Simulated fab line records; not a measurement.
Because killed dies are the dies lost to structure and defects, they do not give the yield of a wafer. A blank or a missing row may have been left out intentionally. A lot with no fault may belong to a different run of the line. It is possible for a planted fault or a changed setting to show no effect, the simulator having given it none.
Matching of chambers | flow sky130 | SKY_METAL3_ETCH_17 on rie-diel-03 has 4 sister chambers
The step etches SiO2 in C4F8/O2/Ar, stops on TiN, time 3.9 s, target depth 15 nm. 14 wafers are shown with their chamber, then 7 later ones without.

## WAFERS PAIRED WITH THEIR CHAMBERS
wafer  | chamber | oes-product-au (a.u.) | chamber-pressure-mTorr (mTorr)
L074.1 | 0       | 0.746                 | 40.03
L074.2 | 1       | 0.751                 | 40.03
L074.3 | 2       | 0.761                 | 40.01
L080.1 | 0       | 0.737                 | 40.03
L080.3 | 2       | 0.748                 | 39.99
L080.4 | 1       | 0.756                 | 40.01
L083.1 | 2       | 0.753                 | 40.05
L083.4 | 0       | 0.760                 | 39.98
L083.5 | 1       | 0.764                 | 39.94
L086.2 | 1       | 0.737                 | 40.02
L086.5 | 3       | 0.758                 | 39.97
L086.6 | 0       | 0.752                 | 39.92
L090.3 | 0       | 0.748                 | 40.04
L090.5 | 3       | 0.750                 | 40.05

SIGNATURES, as means of the wafers listed above
reading                | chamber 0 | chamber 1 | chamber 2 | chamber 3 | scatter within a chamber
oes-product-au         | 0.74860   | 0.75200   | 0.75400   | 0.75400   | 0.00887
chamber-pressure-mTorr | 40.0000   | 40.0000   | 40.0167   | 40.0100   | 0.045
Rule: for each reading, subtract the chamber's mean from the wafer's reading, divide by that reading's scatter and square the result; add these up over the readings and take the root, which gives the wafer's distance from the chamber. If the next closest chamber is less than 2 further off than the closest, the wafer can't be placed; otherwise it belongs to the closest. The scatter is the square root of a quotient: the sum, over the shown wafers, of each reading's squared deviation from its chamber's mean, divided by wafers minus chambers.

## WAFERS WITHOUT THEIR CHAMBER
wafer  | oes-product-au (a.u.) | chamber-pressure-mTorr (mTorr)
L090.6 | 0.759                 | 40.01
L094.1 | 0.750                 | 40.02
L094.2 | 0.756                 | 40.01
L094.6 | 0.759                 | 40.05
L096.3 | 0.748                 | 39.95
L096.4 | 0.760                 | 39.93
L096.5 | 0.761                 | 39.98

## WHICH CHAMBER EACH ONE RAN IN
wafer  | from the rows above               | in truth
L090.6 | can't be placed: 3 or 2 or 1 or 0 | 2
L094.1 | can't be placed: 2 or 0 or 1 or 3 | 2
L094.2 | can't be placed: 3 or 2 or 1 or 0 | 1
L094.6 | can't be placed: 2 or 3 or 1 or 0 | 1
L096.3 | can't be placed: 0 or 1 or 3 or 2 | 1
L096.4 | can't be placed: 1 or 3 or 0 or 2 | 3
L096.5 | can't be placed: 3 or 1 or 2 or 0 | 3
0 of 7 placed correctly. Unplaceable from these rows: 7, with the true chamber sitting among the candidates in 7. Number placed wrongly: 0.
